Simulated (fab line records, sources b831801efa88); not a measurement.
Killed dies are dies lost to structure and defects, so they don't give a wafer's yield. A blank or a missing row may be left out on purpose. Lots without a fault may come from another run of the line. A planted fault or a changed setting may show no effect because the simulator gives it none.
fab line records | flow sky130
record lots=6 wafers=18 last_day=50
route steps=708 shown POLY_GATE@231 LDD_N@237
lots that met no fault: from a run of the same line without faults
start_h: hours from the record's first day to the start of the lot's first wafer shown | wait_h: hours since the lot's step before | " the same as in the row above | L1.1+2: a row that stands for several wafers | - no value, or no start given | * or withheld: withheld | < > ~ a bound
route shown NAME@n: a module of which the file shows steps, and the number in the route of the first | usual: mean/standard deviation of fault-free wafers | same: alike in all rows | chamber/n: place in a boat | sites: the reading at each site | _std_site: their standard deviation | _edge_site: outer sites' mean less inner sites' | radius_mm: how far each site lies from the wafer's centre | mask NAME#n: copy n | behind: the tool/chamber that last shaped the wafer | hold: why the lot was held/for how many hours/how that ended | device: the transistor (n, p or np) that didn't switch | end of line: the same wafers' tests at the end of the route | a step without rows: its recipe alone | killed: dies lost to structure and defects at the first sort, not the wafer's yield | map: a wafer's dies, x killed, . not, _ none there
set.NAME: the setting as run; set.NAME@STEP: as run at that earlier step | model.NAME: the simulator's own value behind a step, which no gauge read
lots at some steps of the route; a table a step, a row a wafer
services: from which hour (start_h, from the record's first day; less than 0 if before it) a tool's chamber was out of use, for how many hours, and why
## steps
# step SKY_POLY_GATE_ETCH_17
# recipe target_depth_nm=180 stop_on=SiO2 over_etch_frac=0.56667 chemistry=HBr/Cl2 target=poly-Si icp_w=400 bias_w=100 pressure_mtorr=10 HBr_flow_sccm=150 Cl2_flow_sccm=50 time_s=70.5
# usual drypump_motor_current_A=5.4/0.38 oes_product_au=0.987/0.0074 throttle_valve_pct=33.685/0.0092
# columns lot.wafer tool chamber start_h wait_h drypump_motor_current_A oes_product_au rf_hours_counter_h throttle_valve_pct
L348.1 rie_si-02 1 373.11 0.0 5.4 0.994 75 33.703
L348.3 " 3 " " 5.2 0.970 82 33.685
L348.4 " 0 " " 5.7 0.987 0 33.685
L353.1 rie_si-01 0 408.95 0.0 5.5 0.985 1 33.680
L353.3 " 1 " " 4.9 0.974 1 33.678
L353.4 " 3 " " 6.2 0.984 2 33.692
L358.1 rie_si-02 3 456.91 0.0 5.3 0.993 0 33.689
L358.3 " 2 " " 5.3 0.993 3 33.678
L358.5 " 0 " " 5.7 0.995 - 33.680
L359.3 rie_si-02 1 463.23 0.0 5.4 0.980 0 33.687
L359.4 " 3 " " 5.2 0.986 1 33.694
L359.5 " 3 " " 5.2 0.984 - 33.682
L365.2 rie_si-01 2 517.00 0.0 4.8 0.992 1 33.691
L365.4 " 3 " " 6.2 0.996 3 33.685
L365.5 " 1 " " 4.9 0.994 - 33.702
L371.2 rie_si-01 2 568.90 0.0 4.8 0.990 1 33.687
L371.3 " 0 " " 5.4 0.980 1 33.695
L371.4 " 3 " " 6.2 0.984 3 33.687
# step SKY_POLY_GATE_STRIP_18
# recipe chemistry=O2/N2 power_w=1400 pressure_mtorr=1500 platen_temp_c=withheld o2_flow_sccm=3000 n2_flow_sccm=300 overash_fraction=0.5
# usual drypump_motor_current_A=5.56/0.21 n2_flow_sccm=300.0/0.88 oes_product_au=0.361/0.0043 strip_time_to_endpoint_s=3.17/0.038
# same overash_fraction=0.5
# columns lot.wafer tool chamber start_h wait_h drypump_motor_current_A n2_flow_sccm oes_product_au rf_hours_counter_h strip_time_to_endpoint_s
L348.1 plasma_asher-02 1 373.17 0.0 5.57 300.9 0.361 25 3.18
L348.3 " 1 " " 5.57 299.5 0.366 - 3.20
L348.4 " 0 " " 5.43 300.7 0.358 - 3.20
L353.1 plasma_asher-04 1 409.00 0.0 5.25 300.2 0.362 71 3.22
L353.3 " 0 " " 5.73 298.1 0.362 - 3.23
L353.4 " 1 " " 5.25 299.4 0.363 - 3.21
L358.1 plasma_asher-02 0 456.97 0.0 5.45 300.9 0.359 33 3.19
L358.3 " 0 " " 5.43 301.5 0.361 - 3.11
L358.5 " 0 " " 5.42 301.4 0.359 - 3.10
L359.3 plasma_asher-04 0 463.32 0.1 5.75 299.9 0.361 - 3.17
L359.4 " 1 " " 5.24 298.1 0.362 - 3.19
L359.5 " 0 " " 5.71 298.9 0.355 - 3.20
L365.2 plasma_asher-02 0 517.05 0.0 5.41 298.9 0.354 40 3.12
L365.4 " 0 " " 5.44 300.1 0.357 - 3.12
L365.5 " 1 " " 5.59 300.7 0.357 - 3.16
L371.2 plasma_asher-02 0 568.95 0.0 5.45 299.9 0.359 46 3.13
L371.3 " 0 " " 5.43 299.7 0.359 - 3.12
L371.4 " 1 " " 5.58 301.0 0.361 - 3.15
# step SKY_POLY_GATE_CLEAN_19
# recipe chemistry=SC1/SC2 mix=1:4:20 temp_c=70 time_s=150 dry=n2_spin
# step SKY_POLY_GATE_OXIDATION_20
# recipe temp_c=850 ambient=O2 stabilise_s=600 purge_s=300 target_thk_a=40 ox_time_s=899
# step SKY_POLY_GATE_THK_MEAS_21
# recipe reads=SiO2_of_POLY_GATE_OXIDATION_20
# usual POLY_GATE_OXIDATION_THK=4.01/0.088
# columns lot.wafer tool chamber start_h wait_h POLY_GATE_OXIDATION_THK[nm]
L348.1 film_metro-03 - 375.98 0.0 4.05
L348.3 " - " " 4.09
L348.4 " - " " 4.12
L353.1 film_metro-03 - 411.80 0.0 4.02
L353.3 " - " " 4.02
L353.4 " - " " 4.07
L358.1 film_metro-02 - 459.14 0.0 4.01
L358.3 " - " " 3.94
L358.5 " - " " 3.98
L359.3 film_metro-03 - 465.58 0.0 4.16
L359.4 " - " " 4.22
L359.5 " - " " 4.24
L365.2 film_metro-04 - 518.46 0.0 4.07
L365.4 " - " " 3.99
L365.5 " - " " 4.11
L371.2 film_metro-02 - 571.39 0.0 3.97
L371.3 " - " " 4.00
L371.4 " - " " 3.98
# step SKY_POLY_GATE_CD_MEAS_22
# usual cd_nm=149.4/2.6
# columns lot.wafer tool chamber start_h wait_h cd_nm
L348.1 cd_sem-01 - 376.04 0.1 145.9
L348.3 " - " " 145.0
L348.4 " - " " 150.0
L353.1 cd_sem-01 - 411.86 0.1 149.1
L353.3 " - " " 144.9
L353.4 " - " " 147.9
L358.1 cd_sem-01 - 459.20 0.1 149.4
L358.3 " - " " 153.1
L358.5 " - " " 152.8
L359.3 cd_sem-02 - 465.67 0.1 148.9
L359.4 " - " " 144.3
L359.5 " - " " 148.9
L365.2 cd_sem-01 - 518.54 0.1 148.5
L365.4 " - " " 150.0
L365.5 " - " " 146.2
L371.2 cd_sem-02 - 571.47 0.1 147.3
L371.3 " - " " 146.4
L371.4 " - " " 147.4
# step SKY_LDD_N_DEHYDRATE_00
# recipe temp_c=200 time_s=60
# step SKY_LDD_N_HMDS_01
# recipe prime_time_s=60 prime_temp_c=120
# step SKY_LDD_N_COAT_02
# recipe resist=NOVOLAK spin_rpm=3000 resist_thk_nm=300
# step SKY_LDD_N_SOFTBAKE_03
# recipe temp_c=90 time_s=60 resist=NOVOLAK
# step SKY_LDD_N_EXPOSE_04
# recipe mask_id=NTM target_cd_nm=840 na=0.6 source_shape=conventional sigma_outer=0.6 dose_mj=110
# step SKY_LDD_N_PEB_05
# recipe temp_c=withheld time_s=* resist=NOVOLAK
# step SKY_LDD_N_DEVELOP_06
# recipe develop_time_s=60 dev_temp_c=23
# usual chill_plate_temp_C=22.98/0.11 develop_time_s=60/0
# columns lot.wafer tool chamber start_h wait_h chill_plate_temp_C develop_time_s
L348.1 litho_track-03 0 405.18 0.1 23.03 60
L348.3 " 0 " " 23.01 60
L348.4 " 0 " " 22.89 60
L353.1 litho_track-03 0 441.63 0.1 22.95 60
L353.3 " 0 " " 23.11 60
L353.4 " 0 " " 23.02 60
L358.1 litho_track-03 - 489.98 0.1 - -
L358.3 " - " " - -
L358.5 " - " " - -
L359.3 litho_track-04 - 496.21 0.1 - -
L359.4 " - " " - -
L359.5 " - " " - -
L365.2 litho_track-01 0 548.27 0.1 22.99 60
L365.4 " 0 " " 22.82 60
L365.5 " 0 " " 22.90 60
L371.2 litho_track-01 0 600.62 0.1 22.81 60
L371.3 " 0 " " 22.83 60
L371.4 " 0 " " 22.65 60
# step SKY_LDD_N_OVL_MEAS_07
# usual LDD_N_OVL=-0.8/1.1
# columns lot.wafer tool chamber start_h wait_h LDD_N_OVL[nm]
L348.1 overlay-01 - 405.33 0.1 0.2
L348.3 " - " " -1.8
L348.4 " - " " 0.5
L353.1 overlay-02 - 441.78 0.1 0.6
L353.3 " - " " -0.2
L353.4 " - " " -0.3
L358.1 overlay-01 - 490.13 0.1 -
L358.3 " - " " -
L358.5 " - " " -
L359.3 overlay-02 - 496.32 0.1 -
L359.4 " - " " -
L359.5 " - " " -
L365.2 overlay-02 - 548.40 0.1 -1.3
L365.4 " - " " -0.4
L365.5 " - " " -0.7
L371.2 overlay-01 - 600.75 0.1 -0.6
L371.3 " - " " -0.1
L371.4 " - " " -0.1
## services
# columns tool chamber start_h hours kind
rie_si-02 1 361.21 2.6 repair
rie_si-01 2 366.59 - clean
rie_si-01 2 366.59 21.1 scheduled_down
rie_si-01 2 366.59 21.1 vent_cycle
rie_si-02 3 383.49 - clean
rie_si-02 3 383.49 21.6 scheduled_down
rie_si-02 3 383.49 21.6 vent_cycle
rie_si-02 1 410.24 - clean
rie_si-02 1 410.24 33.5 scheduled_down
rie_si-02 1 410.24 33.5 vent_cycle
rie_si-02 - 416.49 0.6 repair
rie_si-01 1 425.37 13.0 repair
rie_si-02 1 474.71 4.7 repair
rie_si-01 - 561.85 0.2 repair
litho_track-04 - 582.66 - consumable_replace:filter
plasma_asher-02 - 585.92 7.5 repair
## key
first_sign step=SKY_LDD_N_DEVELOP_06 reading=tool_record direction=missing
effect none on later readings
met_at SKY_LDD_N_DEVELOP_06
struck_wafers L358.1,L358.3,L358.5,L359.3,L359.4,L359.5
sort_left_out L358.1,L358.3,L358.5,L359.3,L359.4,L359.5
tester_left_out L358,L359
onset_between 441.63 489.98
fault kind=skipped_step_whole tool=litho_track-03,litho_track-04 chamber=- onset_h=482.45 steps=SKY_LDD_N_DEVELOP_06 scope=struck_lots_only
# tester_left_out: of these lots the tester's yield and bins aren't shown, on N5 and GAA mostly nor the transistor test; their killed dies are dies lost to structure and defects alone, not to doping, threshold or leakage, so they don't give the yield
# sort_left_out: the simulated sort isn't trusted on such a fault, so these wafers' sort isn't shown, and their yield isn't known
